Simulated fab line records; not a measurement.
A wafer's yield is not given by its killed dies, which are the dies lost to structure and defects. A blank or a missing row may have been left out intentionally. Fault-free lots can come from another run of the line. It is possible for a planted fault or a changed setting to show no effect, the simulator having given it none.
Chamber matching | flow sky130 | cmp-01 running SKY_LI_CONTACT_CMP_02: 4 sister chambers
The step polishes PSG. 22 wafers are shown with their chamber, then 11 later ones without.

== EACH WAFER AND ITS CHAMBER ==
wafer  | chamber | motor-current-A (A) | time-to-endpoint-s (s)
L075.1 | 1       | 10.8                | 34.0
L075.3 | 3       | 12.2                | 33.2
L075.6 | 0       | 13.6                | 34.5
L076.1 | 3       | 12.2                | 33.1
L076.2 | 0       | 14.0                | 34.5
L076.4 | 2       | 13.8                | 32.1
L077.2 | 1       | 10.7                | 33.3
L077.3 | 3       | 11.5                | 34.3
L077.6 | 0       | 13.8                | 32.3
L079.1 | 3       | 11.2                | 34.4
L079.3 | 2       | 12.8                | 33.7
L079.4 | 0       | 13.3                | 38.0
L081.1 | 1       | 11.1                | 33.4
L081.2 | 0       | 13.8                | 37.6
L081.3 | 2       | 13.2                | 31.0
L082.1 | 0       | 14.4                | 34.8
L082.2 | 1       | 11.3                | 31.7
L082.3 | 2       | 12.7                | 28.5
L083.1 | 2       | 13.1                | 28.7
L083.3 | 0       | 13.7                | 33.9
L083.6 | 0       | 13.5                | 34.6
L090.2 | 3       | 11.4                | 30.0

SIGNATURES, as means of the wafers listed above
reading            | chamber 0 | chamber 1 | chamber 2 | chamber 3 | scatter within a chamber
motor-current-A    | 13.762    | 10.975    | 13.120    | 11.700    | 0.383
time-to-endpoint-s | 35.025    | 33.100    | 30.800    | 33.000    | 1.83
Rule: for each reading, subtract the chamber's mean from the wafer's reading, divide by that reading's scatter and square the result; add these up over the readings and take the root, which gives the wafer's distance from the chamber. The wafer belongs to the nearest chamber; if the next one is less than 2 further off, it can't be placed. The scatter: take each reading less its chamber's mean, square it, sum over the shown wafers, divide by the number of wafers less the number of chambers, and take the root.

== WAFERS WITH NO CHAMBER GIVEN ==
wafer  | motor-current-A (A) | time-to-endpoint-s (s)
L090.4 | 12.9                | 28.4
L090.6 | 13.7                | 31.9
L093.4 | 11.0                | 30.0
L093.5 | 10.8                | 34.2
L093.6 | 12.5                | 27.6
L095.1 | 12.2                | 29.8
L095.3 | 11.0                | 30.8
L095.6 | 13.0                | 32.0
L096.4 | 10.7                | 34.5
L096.5 | 11.0                | 33.2
L096.6 | 13.5                | 36.3

== THE CHAMBER EACH PASSED THROUGH ==
wafer  | from the rows above          | in truth
L090.4 | 2                            | 2
L090.6 | can't be placed: 2 or 0      | 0
L093.4 | can't be placed: 1 or 3      | 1
L093.5 | can't be placed: 1 or 3      | 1
L093.6 | can't be placed: 2 or 3      | 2
L095.1 | can't be placed: 3 or 2 or 1 | 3
L095.3 | can't be placed: 1 or 3      | 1
L095.6 | can't be placed: 2 or 0      | 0
L096.4 | can't be placed: 1 or 3      | 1
L096.5 | can't be placed: 1 or 3      | 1
L096.6 | 0                            | 0
Placed correctly: 2 of 11. Cannot be placed on the basis of these rows: 9; the candidates contain the true chamber in 9. Wrongly placed: 0.
